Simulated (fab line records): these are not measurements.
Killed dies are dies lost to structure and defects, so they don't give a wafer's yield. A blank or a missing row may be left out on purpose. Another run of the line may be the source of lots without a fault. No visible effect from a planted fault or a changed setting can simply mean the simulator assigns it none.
fab line records -- flow gf180mcu
record: lots: 24, wafers: 72, lastDay: 34
route steps=602 shown V3@451 V4@479 MIM@522 V5@545 PASSIVATION@589
lots that met no fault: taken from a fault-free run of the same line
startH: hours from the record's opening day to when the first of the lot's shown wafers began -- waitH: hours since the lot's step before -- " same as the row above -- L1.1+2: a row that stands for several wafers -- - value missing, or start not given -- * or withheld: withheld -- < > ~ a bound
route shown NAME@n: NAME is a module with steps in the file, n the number in the route of the first one -- usual: the fault-free wafers' mean and standard deviation -- same: alike in all rows -- chamber/n: place in a boat -- sites: each site's reading -- _std_site: how widely they spread, as a standard deviation -- _edge_site: inner sites' mean taken away from outer sites' mean -- radiusMm: for every site, how far away it sits from the centre of the wafer -- mask NAME#n: copy n -- behind: tool/chamber where the wafer was last shaped -- hold: why the lot went on hold/how many hours it stayed there/how the hold came to an end -- device: names the non-switching transistor (n, p or np) -- end of line: the route-end tests of the same wafers -- where a step has no rows: the recipe by itself -- killed: not the wafer's yield, but the dies lost to structure and defects at the first sort -- map: per-die view of a wafer (x killed, . not killed, _ where there is no die)
set.NAME: the setting that was run; set.NAME@STEP: the one run at that earlier step -- model.NAME: the simulator's own value behind a step, which no gauge read
one table for each step of the route and one row for each wafer, over a sample of lots
services: from which hour (startH, from the record's first day; less than 0 if before it) a tool's chamber was out of use, for how many hours, and why
== steps ==
step: GF_V3_SPUTTER_22
recipe: material: TiN, targetThkNm: 10, chamberPressurePa: 5, powerW: 4000, timeS: 40
usual: throttleValvePct: 29.8/0.99
lot.wafer,tool,chamber,startH,waitH,throttleValvePct
L074.3,pvdSputter-03,-,521.09,0.0,28.9
L074.4,pvdSputter-03,-,521.09,0.0,28.2
L074.5,pvdSputter-03,-,521.09,0.0,29.9
L075.2,pvdSputter-03,-,528.52,0.0,30.3
L075.4,pvdSputter-03,-,528.52,0.0,30.0
L075.6,pvdSputter-03,-,528.52,0.0,29.0
L076.1,pvdSputter-01,-,540.86,0.0,30.4
L076.3,pvdSputter-01,-,540.86,0.0,30.1
L076.4,pvdSputter-01,-,540.86,0.0,28.7
L077.3,pvdSputter-03,-,543.06,0.0,28.8
L077.5,pvdSputter-03,-,543.06,0.0,30.1
L077.6,pvdSputter-03,-,543.06,0.0,27.9
L078.2,pvdSputter-03,-,549.44,0.0,30.1
L078.3,pvdSputter-03,-,549.44,0.0,30.3
L078.6,pvdSputter-03,-,549.44,0.0,30.2
L079.3,pvdSputter-01,-,563.99,0.0,31.5
L079.5,pvdSputter-01,-,563.99,0.0,31.4
L079.6,pvdSputter-01,-,563.99,0.0,30.6
L080.1,pvdSputter-01,-,566.76,0.0,29.3
L080.4,pvdSputter-01,-,566.76,0.0,30.6
L080.6,pvdSputter-01,-,566.76,0.0,31.5
L081.1,pvdSputter-01,-,581.29,0.0,28.9
L081.2,pvdSputter-01,-,581.29,0.0,30.1
L081.3,pvdSputter-01,-,581.29,0.0,30.7
L082.2,pvdSputter-01,-,584.53,0.0,30.8
L082.3,pvdSputter-01,-,584.53,0.0,29.0
L082.5,pvdSputter-01,-,584.53,0.0,30.3
L083.1,pvdSputter-01,-,587.84,0.0,30.0
L083.3,pvdSputter-01,-,587.84,0.0,28.7
L083.4,pvdSputter-01,-,587.84,0.0,30.3
L084.1,pvdSputter-01,-,593.99,0.0,31.4
L084.2,pvdSputter-01,-,593.99,0.0,30.2
L084.6,pvdSputter-01,-,593.99,0.0,30.1
L085.1,pvdSputter-03,-,605.60,0.0,30.0
L085.3,pvdSputter-03,-,605.60,0.0,27.8
L085.5,pvdSputter-03,-,605.60,0.0,27.9
L086.3,pvdSputter-01,-,613.29,0.0,31.3
L086.4,pvdSputter-01,-,613.29,0.0,29.0
L086.5,pvdSputter-01,-,613.29,0.0,30.2
L087.1,pvdSputter-04,-,627.13,0.0,28.5
L087.2,pvdSputter-04,-,627.13,0.0,31.4
L087.3,pvdSputter-04,-,627.13,0.0,29.4
L088.2,pvdSputter-03,-,630.33,0.0,28.0
L088.5,pvdSputter-03,-,630.33,0.0,29.0
L088.6,pvdSputter-03,-,630.33,0.0,30.0
L089.1,pvdSputter-04,-,636.12,0.0,28.5
L089.4,pvdSputter-04,-,636.12,0.0,29.5
L089.5,pvdSputter-04,-,636.12,0.0,29.5
L090.1,pvdSputter-01,-,648.19,0.0,28.7
L090.2,pvdSputter-01,-,648.19,0.0,30.0
L090.6,pvdSputter-01,-,648.19,0.0,31.2
L091.3,pvdSputter-04,-,650.81,0.0,29.6
L091.4,pvdSputter-04,-,650.81,0.0,31.5
L091.6,pvdSputter-04,-,650.81,0.0,31.2
L092.3,pvdSputter-01,-,654.81,0.0,31.1
L092.4,pvdSputter-01,-,654.81,0.0,30.0
L092.5,pvdSputter-01,-,654.81,0.0,28.8
L093.3,pvdSputter-01,-,662.82,0.0,31.3
L093.5,pvdSputter-01,-,662.82,0.0,30.3
L093.6,pvdSputter-01,-,662.82,0.0,31.0
L094.2,pvdSputter-01,-,671.73,0.0,31.1
L094.3,pvdSputter-01,-,671.73,0.0,30.8
L094.5,pvdSputter-01,-,671.73,0.0,28.6
L095.4,pvdSputter-04,-,679.02,0.0,29.8
L095.5,pvdSputter-04,-,679.02,0.0,29.3
L095.6,pvdSputter-04,-,679.02,0.0,28.6
L096.1,pvdSputter-03,-,680.09,0.0,29.8
L096.3,pvdSputter-03,-,680.09,0.0,28.1
L096.4,pvdSputter-03,-,680.09,0.0,29.0
L097.3,pvdSputter-03,-,684.62,0.0,28.0
L097.5,pvdSputter-03,-,684.62,0.0,30.0
L097.6,pvdSputter-03,-,684.62,0.0,29.8
step: GF_V4_THK_MEAS_03
recipe: reads: SiO2_of_V4_CVD_02
usual: V4_CVD_02_THK: 855/10
lot.wafer,tool,chamber,startH,waitH,V4_CVD_02_THK[nm]
L074.3,filmMetro-02,-,543.98,0.1,828
L074.4,filmMetro-02,-,543.98,0.1,840
L074.5,filmMetro-02,-,543.98,0.1,851
L075.2,filmMetro-01,-,552.70,0.0,859
L075.4,filmMetro-01,-,552.70,0.0,874
L075.6,filmMetro-01,-,552.70,0.0,875
L076.1,filmMetro-02,-,564.53,0.1,857
L076.3,filmMetro-02,-,564.53,0.1,859
L076.4,filmMetro-02,-,564.53,0.1,859
L077.3,filmMetro-01,-,566.93,0.1,846
L077.5,filmMetro-01,-,566.93,0.1,862
L077.6,filmMetro-01,-,566.93,0.1,864
L078.2,filmMetro-04,-,572.87,0.0,842
L078.3,filmMetro-04,-,572.87,0.0,845
L078.6,filmMetro-04,-,572.87,0.0,854
L079.3,filmMetro-02,-,587.38,0.1,861
L079.5,filmMetro-02,-,587.38,0.1,871
L079.6,filmMetro-02,-,587.38,0.1,878
L080.1,filmMetro-02,-,590.25,0.0,843
L080.4,filmMetro-02,-,590.25,0.0,854
L080.6,filmMetro-02,-,590.25,0.0,869
L081.1,filmMetro-01,-,603.52,0.0,849
L081.2,filmMetro-01,-,603.52,0.0,849
L081.3,filmMetro-01,-,603.52,0.0,850
L082.2,filmMetro-04,-,606.88,0.0,837
L082.3,filmMetro-04,-,606.88,0.0,846
L082.5,filmMetro-04,-,606.88,0.0,850
L083.1,filmMetro-01,-,610.80,0.0,852
L083.3,filmMetro-01,-,610.80,0.0,854
L083.4,filmMetro-01,-,610.80,0.0,863
L084.1,filmMetro-02,-,616.09,0.0,852
L084.2,filmMetro-02,-,616.09,0.0,847
L084.6,filmMetro-02,-,616.09,0.0,869
L085.1,filmMetro-02,-,628.02,0.0,847
L085.3,filmMetro-02,-,628.02,0.0,849
L085.5,filmMetro-02,-,628.02,0.0,866
L086.3,filmMetro-04,-,635.71,0.1,849
L086.4,filmMetro-04,-,635.71,0.1,862
L086.5,filmMetro-04,-,635.71,0.1,856
L087.1,filmMetro-01,-,648.69,0.0,855
L087.2,filmMetro-01,-,648.69,0.0,845
L087.3,filmMetro-01,-,648.69,0.0,840
L088.2,filmMetro-04,-,651.80,0.0,833
L088.5,filmMetro-04,-,651.80,0.0,848
L088.6,filmMetro-04,-,651.80,0.0,843
L089.1,filmMetro-02,-,658.18,0.0,857
L089.4,filmMetro-02,-,658.18,0.0,858
L089.5,filmMetro-02,-,658.18,0.0,872
L090.1,filmMetro-01,-,669.15,0.0,855
L090.2,filmMetro-01,-,669.15,0.0,840
L090.6,filmMetro-01,-,669.15,0.0,868
L091.3,filmMetro-04,-,671.79,0.1,862
L091.4,filmMetro-04,-,671.79,0.1,868
L091.6,filmMetro-04,-,671.79,0.1,866
L092.3,filmMetro-01,-,675.80,0.1,865
L092.4,filmMetro-01,-,675.80,0.1,865
L092.5,filmMetro-01,-,675.80,0.1,861
L093.3,filmMetro-04,-,683.42,0.1,853
L093.5,filmMetro-04,-,683.42,0.1,861
L093.6,filmMetro-04,-,683.42,0.1,866
L094.2,filmMetro-04,-,692.90,0.0,832
L094.3,filmMetro-04,-,692.90,0.0,839
L094.5,filmMetro-04,-,692.90,0.0,840
L095.4,filmMetro-02,-,699.53,0.0,843
L095.5,filmMetro-02,-,699.53,0.0,862
L095.6,filmMetro-02,-,699.53,0.0,860
L096.1,filmMetro-01,-,700.94,0.0,845
L096.3,filmMetro-01,-,700.94,0.0,853
L096.4,filmMetro-01,-,700.94,0.0,864
L097.3,filmMetro-02,-,705.09,0.1,846
L097.5,filmMetro-02,-,705.09,0.1,875
L097.6,filmMetro-02,-,705.09,0.1,862
step: GF_MIM_METAL_ETCH_19
recipe: chemistry: Cl2/BCl3, maskMaterial: NOVOLAK, stopOn: Si3N4, targetDepthNm: 324.5, pressureMtorr: 8, icpW: 800, biasW: 140, Cl2_flow_sccm: 80, bcl3FlowSccm: 40, timeS: 54.1
usual: drypumpMotorCurrentA: 5.5/0.6, oesProductAu: 0.941/0.0065, throttleValvePct: 28.283/0.01
lot.wafer,tool,chamber,startH,waitH,drypumpMotorCurrentA,oesProductAu,rfHoursCounterH,throttleValvePct
L074.3,rieMetal-03,1,589.51,0.1,6.4,0.935,-,28.299
L074.4,rieMetal-03,0,589.51,0.1,5.1,0.946,-,28.282
L074.5,rieMetal-03,0,589.51,0.1,5.1,0.949,-,28.282
L075.2,rieMetal-03,0,597.13,0.1,5.2,0.945,10,28.270
L075.4,rieMetal-03,0,597.13,0.1,5.1,0.950,-,28.273
L075.6,rieMetal-03,1,597.13,0.1,6.4,0.958,-,28.271
L076.1,rieMetal-01,1,609.63,0.1,4.6,0.934,9,28.292
L076.3,rieMetal-01,0,609.63,0.1,5.5,0.930,-,28.307
L076.4,rieMetal-01,1,609.63,0.1,4.6,0.927,-,28.280
L077.3,rieMetal-01,1,611.55,0.1,4.6,0.939,-,28.289
L077.5,rieMetal-01,0,611.55,0.1,5.4,0.931,-,28.290
L077.6,rieMetal-01,1,611.55,0.1,4.6,0.943,-,28.261
L078.2,rieMetal-02,0,617.33,0.1,6.1,0.939,0,28.278
L078.3,rieMetal-02,1,617.33,0.1,5.1,0.939,-,28.268
L078.6,rieMetal-02,0,617.33,0.1,6.1,0.943,-,28.294
L079.3,rieMetal-03,0,630.71,0.1,5.1,0.937,-,28.277
L079.5,rieMetal-03,0,630.71,0.1,5.1,0.942,-,28.270
L079.6,rieMetal-03,1,630.71,0.1,6.4,0.937,-,28.272
L080.1,rieMetal-03,0,634.48,0.1,5.1,0.934,12,28.282
L080.4,rieMetal-03,0,634.48,0.1,5.1,0.943,-,28.264
L080.6,rieMetal-03,0,634.48,0.1,5.2,0.945,-,28.287
L081.1,rieMetal-01,0,645.84,0.1,5.4,0.938,2,28.289
L081.2,rieMetal-01,1,645.84,0.1,4.7,0.938,10,28.274
L081.3,rieMetal-01,1,645.84,0.1,4.7,0.943,-,28.287
L082.2,rieMetal-02,0,649.54,0.1,6.1,0.935,1,28.288
L082.3,rieMetal-02,0,649.54,0.1,6.1,0.948,-,28.291
L082.5,rieMetal-02,1,649.54,0.1,5.1,0.935,-,28.278
L083.1,rieMetal-02,1,653.18,0.1,5.1,0.946,9,28.290
L083.3,rieMetal-02,0,653.18,0.1,6.2,0.946,-,28.289
L083.4,rieMetal-02,1,653.18,0.1,5.1,0.945,-,28.301
L084.1,rieMetal-01,0,658.39,0.1,5.4,0.944,3,28.277
L084.2,rieMetal-01,1,658.39,0.1,4.6,0.944,10,28.283
L084.6,rieMetal-01,1,658.39,0.1,4.6,0.948,-,28.297
L085.1,rieMetal-02,0,669.73,0.1,6.1,0.937,2,28.293
L085.3,rieMetal-02,0,669.73,0.1,6.1,0.942,-,28.278
L085.5,rieMetal-02,0,669.73,0.1,6.2,0.937,-,28.292
L086.3,rieMetal-02,0,676.90,0.1,6.2,0.929,-,28.298
L086.4,rieMetal-02,1,676.90,0.1,5.1,0.930,-,28.287
L086.5,rieMetal-02,0,676.90,0.1,6.2,0.938,-,28.293
L087.1,rieMetal-01,1,687.83,0.1,4.6,0.938,11,28.289
L087.2,rieMetal-01,0,687.83,0.1,5.4,0.943,4,28.280
L087.3,rieMetal-01,1,687.83,0.1,4.6,0.940,-,28.299
L088.2,rieMetal-01,1,692.59,0.1,4.6,0.933,11,28.275
L088.5,rieMetal-01,1,692.59,0.1,4.6,0.939,-,28.287
L088.6,rieMetal-01,0,692.59,0.1,5.4,0.941,-,28.265
L089.1,rieMetal-03,0,698.28,0.1,5.1,0.956,13,28.274
L089.4,rieMetal-03,0,698.28,0.1,5.1,0.945,-,28.278
L089.5,rieMetal-03,0,698.28,0.1,5.1,0.945,-,28.280
L090.1,rieMetal-01,1,707.83,0.1,4.6,0.943,12,28.273
L090.2,rieMetal-01,0,707.83,0.1,5.4,0.951,5,28.280
L090.6,rieMetal-01,0,707.83,0.1,5.4,0.945,-,28.277
L091.3,rieMetal-02,1,711.81,0.1,5.1,0.949,-,28.279
L091.4,rieMetal-02,0,711.81,0.1,6.2,0.940,-,28.269
L091.6,rieMetal-02,0,711.81,0.1,6.2,0.949,-,28.278
L092.3,rieMetal-03,1,715.83,0.1,6.4,0.943,-,28.280
L092.4,rieMetal-03,1,715.83,0.1,6.4,0.947,-,28.291
L092.5,rieMetal-03,1,715.83,0.1,6.4,0.942,-,28.289
L093.3,rieMetal-01,0,722.36,0.1,5.4,0.944,-,28.272
L093.5,rieMetal-01,0,722.36,0.1,5.4,0.941,-,28.267
L093.6,rieMetal-01,1,722.36,0.1,4.6,0.938,-,28.266
L094.2,rieMetal-01,0,731.23,0.1,5.4,0.942,6,28.282
L094.3,rieMetal-01,0,731.23,0.1,5.5,0.929,-,28.295
L094.5,rieMetal-01,1,731.23,0.1,4.6,0.943,-,28.289
L095.4,rieMetal-02,1,738.15,0.1,5.1,0.942,-,28.289
L095.5,rieMetal-02,0,738.15,0.1,6.1,0.938,-,28.280
L095.6,rieMetal-02,1,738.15,0.1,5.1,0.936,-,28.286
L096.1,rieMetal-01,0,738.78,0.1,5.4,0.932,6,28.281
L096.3,rieMetal-01,0,738.78,0.1,5.4,0.936,-,28.274
L096.4,rieMetal-01,0,738.78,0.1,5.4,0.937,-,28.286
L097.3,rieMetal-01,0,742.38,0.1,5.5,0.941,-,28.267
L097.5,rieMetal-01,0,742.38,0.1,5.4,0.937,-,28.287
L097.6,rieMetal-01,0,742.38,0.1,5.4,0.948,-,28.294
step: GF_V5_BOW_MEAS_05
recipe: mode: bow
usual: V5_BOW: 133/9.9
lot.wafer,tool,chamber,startH,waitH,V5_BOW[um]
L074.3,filmMetro-04,-,612.18,0.2,127
L074.4,filmMetro-04,-,612.18,0.2,131
L074.5,filmMetro-04,-,612.18,0.2,129
L075.2,filmMetro-04,-,619.62,0.3,124
L075.4,filmMetro-04,-,619.62,0.3,118
L075.6,filmMetro-04,-,619.62,0.3,126
L076.1,filmMetro-03,-,631.79,0.2,126
L076.3,filmMetro-03,-,631.79,0.2,130
L076.4,filmMetro-03,-,631.79,0.2,136
L077.3,filmMetro-03,-,633.70,0.2,145
L077.5,filmMetro-03,-,633.70,0.2,138
L077.6,filmMetro-03,-,633.70,0.2,129
L078.2,filmMetro-03,-,639.05,0.2,128
L078.3,filmMetro-03,-,639.05,0.2,135
L078.6,filmMetro-03,-,639.05,0.2,122
L079.3,filmMetro-03,-,652.18,0.1,131
L079.5,filmMetro-03,-,652.18,0.1,134
L079.6,filmMetro-03,-,652.18,0.1,124
L080.1,filmMetro-03,-,655.74,0.1,138
L080.4,filmMetro-03,-,655.74,0.1,144
L080.6,filmMetro-03,-,655.74,0.1,149
L081.1,filmMetro-04,-,667.12,0.1,118
L081.2,filmMetro-04,-,667.12,0.1,118
L081.3,filmMetro-04,-,667.12,0.1,127
L082.2,filmMetro-03,-,670.70,0.2,125
L082.3,filmMetro-03,-,670.70,0.2,140
L082.5,filmMetro-03,-,670.70,0.2,131
L083.1,filmMetro-04,-,674.16,0.2,154
L083.3,filmMetro-04,-,674.16,0.2,146
L083.4,filmMetro-04,-,674.16,0.2,159
L084.1,filmMetro-02,-,679.92,0.1,143
L084.2,filmMetro-02,-,679.92,0.1,137
L084.6,filmMetro-02,-,679.92,0.1,146
L085.1,filmMetro-04,-,690.44,0.2,118
L085.3,filmMetro-04,-,690.44,0.2,119
L085.5,filmMetro-04,-,690.44,0.2,136
L086.3,filmMetro-04,-,698.05,0.3,139
L086.4,filmMetro-04,-,698.05,0.3,117
L086.5,filmMetro-04,-,698.05,0.3,124
L087.1,filmMetro-04,-,708.03,0.1,141
L087.2,filmMetro-04,-,708.03,0.1,125
L087.3,filmMetro-04,-,708.03,0.1,122
L088.2,filmMetro-02,-,712.74,0.2,136
L088.5,filmMetro-02,-,712.74,0.2,130
L088.6,filmMetro-02,-,712.74,0.2,141
L089.1,filmMetro-03,-,717.98,0.2,129
L089.4,filmMetro-03,-,717.98,0.2,142
L089.5,filmMetro-03,-,717.98,0.2,133
L090.1,filmMetro-02,-,727.46,0.1,133
L090.2,filmMetro-02,-,727.46,0.1,129
L090.6,filmMetro-02,-,727.46,0.1,143
L091.3,filmMetro-02,-,731.26,0.3,131
L091.4,filmMetro-02,-,731.26,0.3,134
L091.6,filmMetro-02,-,731.26,0.3,125
L092.3,filmMetro-04,-,735.41,0.2,138
L092.4,filmMetro-04,-,735.41,0.2,137
L092.5,filmMetro-04,-,735.41,0.2,141
L093.3,filmMetro-02,-,741.63,0.2,128
L093.5,filmMetro-02,-,741.63,0.2,129
L093.6,filmMetro-02,-,741.63,0.2,135
L094.2,filmMetro-02,-,750.04,0.3,140
L094.3,filmMetro-02,-,750.04,0.3,153
L094.5,filmMetro-02,-,750.04,0.3,139
L095.4,filmMetro-03,-,756.75,0.2,149
L095.5,filmMetro-03,-,756.75,0.2,148
L095.6,filmMetro-03,-,756.75,0.2,143
L096.1,filmMetro-03,-,757.29,0.1,131
L096.3,filmMetro-03,-,757.29,0.1,134
L096.4,filmMetro-03,-,757.29,0.1,124
L097.3,filmMetro-03,-,761.46,0.1,124
L097.5,filmMetro-03,-,761.46,0.1,127
L097.6,filmMetro-03,-,761.46,0.1,121
step: GF_PASSIVATION_CVD_02
recipe: material: Si3N4, targetThkNm: 700, timeS: 486.18, tempC: 400, rfW: 450
usual: heaterPowerW: 739/84
lot.wafer,tool,chamber,startH,waitH,heaterPowerW
L074.3,pecvd-04,0,655.09,0.0,850
L074.4,pecvd-04,0,655.09,0.0,877
L074.5,pecvd-04,1,655.09,0.0,841
L075.2,pecvd-03,0,662.04,0.0,805
L075.4,pecvd-03,0,662.04,0.0,667
L075.6,pecvd-03,2,662.04,0.0,781
L076.1,pecvd-04,1,673.14,0.1,832
L076.3,pecvd-04,2,673.14,0.1,598
L076.4,pecvd-04,1,673.14,0.1,860
L077.3,pecvd-03,1,674.59,0.0,633
L077.5,pecvd-03,0,674.59,0.0,744
L077.6,pecvd-03,2,674.59,0.0,766
L078.2,pecvd-04,1,680.89,0.0,856
L078.3,pecvd-04,2,680.89,0.0,663
L078.6,pecvd-04,1,680.89,0.0,702
L079.3,pecvd-04,1,694.17,0.0,770
L079.5,pecvd-04,2,694.17,0.0,643
L079.6,pecvd-04,0,694.17,0.0,684
L080.1,pecvd-04,0,696.87,0.1,807
L080.4,pecvd-04,2,696.87,0.1,544
L080.6,pecvd-04,1,696.87,0.1,879
L081.1,pecvd-01,2,707.64,0.1,646
L081.2,pecvd-01,0,707.64,0.1,829
L081.3,pecvd-01,1,707.64,0.1,661
L082.2,pecvd-01,2,709.43,0.0,717
L082.3,pecvd-01,1,709.43,0.0,592
L082.5,pecvd-01,0,709.43,0.0,830
L083.1,pecvd-04,0,713.78,0.1,833
L083.3,pecvd-04,1,713.78,0.1,869
L083.4,pecvd-04,0,713.78,0.1,853
L084.1,pecvd-01,0,719.27,0.1,866
L084.2,pecvd-01,1,719.27,0.1,662
L084.6,pecvd-01,0,719.27,0.1,904
L085.1,pecvd-01,2,728.96,0.1,700
L085.3,pecvd-01,0,728.96,0.1,882
L085.5,pecvd-01,0,728.96,0.1,732
L086.3,pecvd-04,1,735.58,0.0,725
L086.4,pecvd-04,2,735.58,0.0,634
L086.5,pecvd-04,1,735.58,0.0,766
L087.1,pecvd-01,1,746.33,0.1,665
L087.2,pecvd-01,2,746.33,0.1,717
L087.3,pecvd-01,1,746.33,0.1,690
L088.2,pecvd-04,1,750.39,0.0,841
L088.5,pecvd-04,1,750.39,0.0,860
L088.6,pecvd-04,2,750.39,0.0,666
L089.1,pecvd-03,2,755.39,0.1,815
L089.4,pecvd-03,1,755.39,0.1,766
L089.5,pecvd-03,2,755.39,0.1,864
L090.1,pecvd-03,0,763.76,0.1,832
L090.2,pecvd-03,1,763.76,0.1,779
L090.6,pecvd-03,2,763.76,0.1,802
L091.3,pecvd-04,0,767.05,0.0,834
L091.4,pecvd-04,1,767.05,0.0,713
L091.6,pecvd-04,0,767.05,0.0,695
L092.3,pecvd-01,2,771.37,0.0,682
L092.4,pecvd-01,1,771.37,0.0,686
L092.5,pecvd-01,0,771.37,0.0,750
L093.3,pecvd-04,1,777.21,0.0,790
L093.5,pecvd-04,0,777.21,0.0,820
L093.6,pecvd-04,2,777.21,0.0,666
L094.2,pecvd-04,2,783.96,0.0,609
L094.3,pecvd-04,0,783.96,0.0,755
L094.5,pecvd-04,2,783.96,0.0,656
L095.4,pecvd-03,1,791.12,0.2,763
L095.5,pecvd-03,0,791.12,0.2,808
L095.6,pecvd-03,2,791.12,0.2,752
L096.1,pecvd-04,1,792.13,0.1,743
L096.3,pecvd-04,2,792.13,0.1,642
L096.4,pecvd-04,0,792.13,0.1,795
L097.3,pecvd-01,1,796.03,0.2,708
L097.5,pecvd-01,1,796.03,0.2,569
L097.6,pecvd-01,0,796.03,0.2,873
step: GF_PASSIVATION_ETCH_11
recipe: chemistry: CF4/O2, targetDepthNm: 1800, stopOn: TiN, sourceW: 800, biasW: 150, pressureMtorr: 150, cf4FlowSccm: 80, O2_flow_sccm: 10, timeS: 400
usual: drypumpMotorCurrentA: 5.7/0.4, oesProductAu: 0.963/0.007, throttleValvePct: 5.961/0.0075
lot.wafer,tool,chamber,startH,waitH,drypumpMotorCurrentA,oesProductAu,rfHoursCounterH,throttleValvePct
L074.3,rieDiel-01,1,674.33,-,5.2,0.971,25,5.952
L074.4,rieDiel-01,3,674.33,-,5.1,0.968,26,5.961
L074.5,rieDiel-01,3,674.33,-,5.1,0.971,-,5.957
L075.2,rieDiel-02,3,680.54,-,5.3,0.969,40,5.961
L075.4,rieDiel-02,2,680.54,-,5.6,0.972,51,5.967
L075.6,rieDiel-02,1,680.54,-,5.3,0.969,-,5.965
L076.1,rieDiel-02,1,691.94,-,5.3,0.957,12,5.970
L076.3,rieDiel-02,3,691.94,-,5.3,0.948,41,5.965
L076.4,rieDiel-02,0,691.94,-,6.5,0.973,14,5.953
L077.3,rieDiel-04,1,693.84,-,5.8,0.956,21,5.977
L077.5,rieDiel-04,2,693.84,-,5.7,0.963,-,5.962
L077.6,rieDiel-04,1,693.84,-,5.8,0.969,-,5.962
L078.2,rieDiel-02,1,700.13,-,5.3,0.955,13,5.951
L078.3,rieDiel-02,2,700.13,-,5.6,0.954,52,5.962
L078.6,rieDiel-02,0,700.13,-,6.5,0.958,-,5.968
L079.3,rieDiel-04,1,712.74,-,5.8,0.959,21,5.958
L079.5,rieDiel-04,2,712.74,-,5.6,0.970,-,5.963
L079.6,rieDiel-04,1,712.74,-,5.8,0.972,-,5.957
L080.1,rieDiel-04,1,714.94,-,5.8,0.957,22,5.961
L080.4,rieDiel-04,2,714.94,-,5.7,0.980,24,5.957
L080.6,rieDiel-04,3,714.94,-,5.9,0.969,-,5.961
L081.1,rieDiel-04,3,725.49,-,5.9,0.964,18,5.956
L081.2,rieDiel-04,0,725.49,-,5.4,0.965,13,5.967
L081.3,rieDiel-04,1,725.49,-,5.8,0.971,22,5.970
L082.2,rieDiel-04,0,727.63,-,5.4,0.954,13,5.960
L082.3,rieDiel-04,1,727.63,-,5.8,0.957,22,5.961
L082.5,rieDiel-04,3,727.63,-,5.9,0.960,-,5.954
L083.1,rieDiel-01,0,731.68,-,6.4,0.962,25,5.950
L083.3,rieDiel-01,3,731.68,-,5.0,0.960,29,5.955
L083.4,rieDiel-01,1,731.68,-,5.2,0.958,28,5.961
L084.1,rieDiel-04,3,737.13,-,5.9,0.954,19,5.962
L084.2,rieDiel-04,0,737.13,-,5.5,0.951,14,5.960
L084.6,rieDiel-04,0,737.13,-,5.5,0.974,-,5.968
L085.1,rieDiel-01,1,746.33,-,5.2,0.972,29,5.950
L085.3,rieDiel-01,2,746.33,-,5.6,0.961,18,5.961
L085.5,rieDiel-01,1,746.33,-,5.2,0.969,-,5.945
L086.3,rieDiel-02,3,751.58,-,5.4,0.959,43,5.964
L086.4,rieDiel-02,1,751.58,-,5.3,0.962,15,5.966
L086.5,rieDiel-02,1,751.58,-,5.3,0.970,-,5.961
L087.1,rieDiel-02,1,763.04,-,5.3,0.949,15,5.951
L087.2,rieDiel-02,0,763.04,-,6.5,0.967,17,5.965
L087.3,rieDiel-02,3,763.04,-,5.4,0.959,44,5.971
L088.2,rieDiel-02,2,766.74,-,5.6,0.957,1,5.961
L088.5,rieDiel-02,0,766.74,-,6.5,0.978,-,5.971
L088.6,rieDiel-02,1,766.74,-,5.3,0.965,-,5.961
L089.1,rieDiel-04,1,771.54,-,5.8,0.954,24,5.956
L089.4,rieDiel-04,0,771.54,-,5.4,0.963,15,5.965
L089.5,rieDiel-04,0,771.54,-,5.4,0.965,-,5.963
L090.1,rieDiel-01,3,779.43,-,5.0,0.956,31,5.965
L090.2,rieDiel-01,0,779.43,-,6.5,0.955,27,5.952
L090.6,rieDiel-01,3,779.43,-,5.1,0.970,-,5.968
L091.3,rieDiel-02,2,782.98,-,5.6,0.965,2,5.958
L091.4,rieDiel-02,0,782.98,-,6.5,0.963,18,5.955
L091.6,rieDiel-02,2,782.98,-,5.6,0.954,-,5.969
L092.3,rieDiel-02,2,787.58,-,5.6,0.957,2,5.948
L092.4,rieDiel-02,1,787.58,-,5.3,0.959,-,5.970
L092.5,rieDiel-02,2,787.58,-,5.6,0.966,-,5.957
L093.3,rieDiel-04,1,792.68,-,5.8,0.956,25,5.964
L093.5,rieDiel-04,1,792.68,-,5.8,0.966,-,5.955
L093.6,rieDiel-04,0,792.68,-,5.4,0.966,-,5.955
L094.2,rieDiel-04,1,799.13,-,5.8,0.971,26,5.954
L094.3,rieDiel-04,3,799.13,-,5.9,0.960,21,5.961
L094.5,rieDiel-04,3,799.13,-,5.9,0.968,-,5.961
L095.4,rieDiel-02,2,806.16,-,5.6,0.970,-,5.971
L095.5,rieDiel-02,0,806.16,-,6.5,0.966,-,5.962
L095.6,rieDiel-02,3,806.16,-,5.4,0.967,-,5.962
L096.1,rieDiel-01,1,806.63,-,5.2,0.950,31,5.961
L096.3,rieDiel-01,3,806.63,-,5.1,0.962,33,5.961
L096.4,rieDiel-01,0,806.63,-,6.4,0.975,29,5.954
L097.3,rieDiel-02,2,810.89,-,5.6,0.972,4,5.966
L097.5,rieDiel-02,2,810.89,-,5.6,0.969,-,5.953
L097.6,rieDiel-02,1,810.89,-,5.3,0.964,-,5.974
== services ==
tool,chamber,startH,hours,kind
pecvd-04,-,502.98,3.5,repair
rieMetal-03,-,511.27,0.4,repair
pvdSputter-01,-,512.62,3.6,repair
rieMetal-01,1,517.54,25.8,repair
rieMetal-01,-,521.16,0.9,repair
rieDiel-04,1,534.89,2.1,repair
rieDiel-02,2,584.81,2.0,repair
pecvd-04,2,612.69,3.3,repair
pecvd-04,-,616.37,0.4,repair
rieMetal-02,-,618.46,14.6,pm
rieDiel-02,2,625.79,9.1,repair
rieDiel-04,-,649.33,0.8,repair
rieMetal-02,1,663.83,6.6,repair
rieDiel-02,2,666.49,1.5,repair
rieDiel-02,1,671.40,4.9,repair
rieDiel-02,1,686.61,2.7,repair
pvdSputter-01,-,731.61,2.2,repair
pecvd-01,0,744.14,13.7,repair
pecvd-01,1,761.40,6.4,repair
rieMetal-02,1,764.27,4.2,repair
rieDiel-04,3,778.93,8.1,repair
pecvd-01,2,791.38,6.9,repair
rieDiel-04,-,791.77,0.6,repair
rieDiel-02,1,805.36,2.5,repair
== key ==
fault none
